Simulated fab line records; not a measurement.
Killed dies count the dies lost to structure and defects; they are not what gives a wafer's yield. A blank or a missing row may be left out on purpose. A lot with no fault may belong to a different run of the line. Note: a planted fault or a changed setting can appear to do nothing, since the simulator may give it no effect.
Split-lot trial	flow sky130	5 lots, 23 wafers read, on a route of 708 steps

## ON THE SPLIT
At SKY_LDD_P_IMPLANT_09, the setting doseCm2 was moved away from the recipe's 1e+13 on 7 of the 23 wafers read, by -6.5% to -5.6%. All remaining wafers had this setting at the recipe value.

## BETWEEN THE SPLIT AND THE READING: the file shows 1 step in between
- SKY_LDD_P_STRIP_10: strips in O2/N2

## THE READING
LDD_P_TW, at SKY_LDD_P_TW_MEAS_11. Typical for fault-free wafers on this fab line: 631, with standard deviation 4.4.

wafer	tool, chamber at the split	doseCm2 as run	against the recipe	LDD_P_TW	against lot-mates on the recipe
L074.1	implanter-03, 0	1e+13	recipe	619	-
L074.2	implanter-03, 0	1e+13	recipe	621	-
L074.4	implanter-03, 0	1e+13	recipe	619	-
L074.5	implanter-03, 0	1e+13	recipe	621	-
L074.6	implanter-03, 0	1e+13	recipe	621	-
L078.1	implanter-04, 0	9.438e+12	-5.6%	621	-13
L078.2	implanter-04, 0	1e+13	recipe	635	-
L078.3	implanter-04, 0	1e+13	recipe	633	-
L078.5	implanter-04, 0	1e+13	recipe	635	-
L078.6	implanter-04, 0	9.438e+12	-5.6%	622	-12
L079.1	implanter-03, 0	1e+13	recipe	631	-
L079.4	implanter-03, 0	1e+13	recipe	630	-
L079.5	implanter-03, 0	1e+13	recipe	631	-
L080.1	implanter-04, 0	9.405e+12	-5.9%	622	-10
L080.2	implanter-04, 0	1e+13	recipe	632	-
L080.4	implanter-04, 0	9.405e+12	-5.9%	619	-13
L080.5	implanter-04, 0	1e+13	recipe	632	-
L080.6	implanter-04, 0	9.405e+12	-5.9%	619	-13
L082.2	implanter-01, 0	1e+13	recipe	631	-
L082.3	implanter-01, 0	9.355e+12	-6.5%	620	-11
L082.4	implanter-01, 0	1e+13	recipe	629	-
L082.5	implanter-01, 0	9.355e+12	-6.5%	617	-14
L082.6	implanter-01, 0	1e+13	recipe	633	-

THE FIT
A straight line over all 23 wafers: LDD_P_TW changes by +1.39 for each +1% of doseCm2; r = +0.62; the points scatter about the line by 5.
The same after taking each lot's own level away (the mean of its wafers on the recipe; 23 wafers): +2.05 for each +1%; r = +0.98; scatter 1.2.
The reading moves by 13 for the largest change in doseCm2, on that fit.
From 620.2 to 634.3: that is the span of the lots' own levels, equal to 3.2 times the standard deviation above.
So the lot-to-lot level blurs the effect unless lot-mates are compared.
Check: with one of the wafers moved furthest among these (-6.5%) left out of the fit, the line predicts -13.7 for it against its lot-mates. It came out at -11 against them.

## THE OTHER SPLITS THESE WAFERS WENT THROUGH
Other splits were also applied to these wafers ahead of the reading. Each is held against what the fit with the lots' levels taken away leaves over:
other split on the same wafers	wafers away from the commonest value	r with LDD_P_TW (lot level and that fit taken away)
SKY_VT_ADJUST_PCH_STRIP_09 powerW	8	+0.15
SKY_SONOS_TUNNEL_SOFTBAKE_03 tempC	5	+0.07
SKY_SONOS_ONO_OXIDATION_00 oxTimeS	15	-0.02
SKY_SONOS_ONO_COAT_08 resistThkNm	7	-0.41
SKY_SONOS_ONO_DEVELOP_12 devTempC	5	-0.14
SKY_GATE_OXIDE_COAT_05 spinRpm	7	-0.08
SKY_GATE_OXIDE_EXPOSE_07 doseMj	11	+0.04
SKY_POLY_GATE_CVD_00 pressureMtorr	18	+0.18
SKY_POLY_GATE_IMPLANT_02 doseCm2	5	+0.27
SKY_POLY_GATE_COAT_08 spinRpm	8	+0.00
SKY_LDD_P_COAT_02 resistThkNm	5	+0.07

## FILE'S OWN FIT
LDD_P_TW changes by +2.05 for each +1% of doseCm2, r = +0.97.
